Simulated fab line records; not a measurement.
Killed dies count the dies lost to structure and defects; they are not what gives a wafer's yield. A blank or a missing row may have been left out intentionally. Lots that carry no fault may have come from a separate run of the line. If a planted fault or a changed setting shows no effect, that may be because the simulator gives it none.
Which of the tools did it? + flow gf180mcu + Sampling: 12 lots, 36 wafers, 3 of 602 route steps

== WHAT THE GAUGES READ, wafer by wafer ==
GF_PASSIVATION_THK_MEAS_03.
| lot  | measured     | on           | PASSIVATION_CVD_02_THK (nm) |
|------|--------------|--------------|-----------------------------|
| L296 | day 28 02:00 | filmMetro-01 | 697 701 705                 |
| L297 | day 28 03:01 | filmMetro-01 | 703 688 708                 |
| L303 | day 30 13:49 | filmMetro-01 | 683 695 709                 |
| L305 | day 30 19:08 | filmMetro-01 | 718 709 708                 |
| L306 | day 31 05:31 | filmMetro-04 | 703 713 699                 |
| L307 | day 31 11:34 | filmMetro-01 | 695 709 704                 |
| L308 | day 31 12:40 | filmMetro-01 | 697 713 701                 |
| L309 | day 32 00:40 | filmMetro-03 | 693 713 710                 |
| L311 | day 32 10:01 | filmMetro-03 | 708 701 703                 |
| L312 | day 32 15:19 | filmMetro-01 | 710 704 704                 |
| L313 | day 32 17:55 | filmMetro-01 | 698 683 698                 |
| L318 | day 34 00:02 | filmMetro-01 | 698 710 718                 |

== EACH LOT AND THE TOOL THAT RAN IT (in order: tool; ch and the chambers of the sampled wafers; start) ==
| lot  | GF_V3_ETCH_16                     | GF_V5_ETCH_17                                |
|------|-----------------------------------|----------------------------------------------|
| L296 | rieDiel-03 ch 0,3, day 22 10:06   | rieDiel-04 ch 0,2,3, day 28 02:00 or earlier |
| L297 | rieDiel-03 ch 1,2, day 22 12:08   | rieDiel-02 ch 0,2,3, day 28 03:01 or earlier |
| L303 | rieDiel-03 ch 1,2,3, day 25 09:10 | rieDiel-04 ch 0,1,2, day 30 13:49 or earlier |
| L305 | rieDiel-03 ch 0,3, day 25 16:27   | rieDiel-02 ch 0,1,2, day 30 19:08 or earlier |
| L306 | rieDiel-03 ch 1,2,3, day 26 02:25 | rieDiel-01 ch 1,2,3, day 31 05:31 or earlier |
| L307 | rieDiel-03 ch 2,3, day 26 09:47   | rieDiel-04 ch 0,1,3, day 31 11:34 or earlier |
| L308 | rieDiel-02 ch 0,2,3, day 26 10:46 | rieDiel-01 ch 0,2,3, day 31 12:40 or earlier |
| L309 | rieDiel-02 ch 1,2, day 26 22:08   | rieDiel-04 ch 0,2, day 32 00:40 or earlier   |
| L311 | rieDiel-02 ch 2,3, day 27 09:44   | rieDiel-01 ch 1,2,3, day 32 10:01 or earlier |
| L312 | rieDiel-02 ch 1,3, day 27 16:44   | rieDiel-02 ch 0,1,3, day 32 15:19 or earlier |
| L313 | rieDiel-04 ch 0,1,3, day 27 18:34 | rieDiel-01 ch 0,1,3, day 32 17:55 or earlier |
| L318 | rieDiel-03 ch 0,1,2, day 29 07:53 | rieDiel-04 ch 0,1, day 34 00:02 or earlier   |
- GF_V3_ETCH_16: etches BARC in N2/H2.
- GF_V5_ETCH_17: etches SiO2 in C4F8/O2/Ar, stops on TiN, target depth 855 nm.

== AS READ BY THE TOOLS THEMSELVES (means over the sampled wafers that have a number; for cases with no such wafer, the mark the record gives instead) ==
GF_V3_ETCH_16.
| lot  | tool       | biasW (W) | drypumpMotorCurrentA (A) | oesProductAu (a.u.) | throttleValvePct (%) |
|------|------------|-----------|--------------------------|---------------------|----------------------|
| L296 | rieDiel-03 | 100.1     | 6.2                      | 0.857               | 13.228               |
| L297 | rieDiel-03 | 99.8      | 5.6                      | 0.858               | 13.219               |
| L303 | rieDiel-03 | 100.1     | 5.9                      | 0.857               | 13.234               |
| L305 | rieDiel-03 | 99.8      | 6.1                      | 0.852               | 13.220               |
| L306 | rieDiel-03 | 100.2     | 5.9                      | 0.853               | 13.220               |
| L307 | rieDiel-03 | 99.9      | 5.7                      | 0.852               | 13.217               |
| L308 | rieDiel-02 | 99.9      | 5.5                      | 0.856               | 13.221               |
| L309 | rieDiel-02 | 100.3     | 5.8                      | 0.853               | 13.226               |
| L311 | rieDiel-02 | 99.8      | 5.4                      | 0.855               | 13.223               |
| L312 | rieDiel-02 | 100.0     | 5.6                      | 0.856               | 13.223               |
| L313 | rieDiel-04 | 99.9      | 6.0                      | 0.858               | 13.233               |
| L318 | rieDiel-03 | 99.9      | 5.8                      | 0.856               | 13.218               |

GF_V5_ETCH_17.
| lot  | tool       | biasW (W) | oesProductAu (a.u.) |
|------|------------|-----------|---------------------|
| L296 | rieDiel-04 | 1202      | 0.864               |
| L297 | rieDiel-02 | 1202      | 0.860               |
| L303 | rieDiel-04 | 1200      | 0.860               |
| L305 | rieDiel-02 | 1201      | 0.858               |
| L306 | rieDiel-01 | 1201      | 0.854               |
| L307 | rieDiel-04 | 1204      | 0.863               |
| L308 | rieDiel-01 | 1199      | 0.864               |
| L309 | rieDiel-04 | 1199      | 0.861               |
| L311 | rieDiel-01 | 1200      | 0.857               |
| L312 | rieDiel-02 | 1204      | 0.858               |
| L313 | rieDiel-01 | 1197      | 0.860               |
| L318 | rieDiel-04 | 1197      | 0.860               |

== THE ANSWER, worked out from the rows above alone ==
Rule: usual is defined by the lots themselves. The widest of any qualifying gaps counts: lots, ordered by their means at a reading, are off when they make up no more than a third of the lots, leave a main group of 4 or more, and stand apart from it by 3 or more times the standard deviation of that group's means. A main group is skipped when, at the precision printed for the reading in the tables above, its means are all equal. A lot without any number at a reading at which 4 lots or more have one is off too. The other lots that the step has rows for count as sound. Order of review: gauges by route order, followed by the tools' own readings, for which a lot's mean as printed above is used. The first step at which some lot is off is used, and at that step the reading that is off furthest; a lot without a number counts as furthest.
No lot is off on any of the readings shown, so nothing can be concluded from this.

== WHAT THE SIMULATOR PUT IN ==
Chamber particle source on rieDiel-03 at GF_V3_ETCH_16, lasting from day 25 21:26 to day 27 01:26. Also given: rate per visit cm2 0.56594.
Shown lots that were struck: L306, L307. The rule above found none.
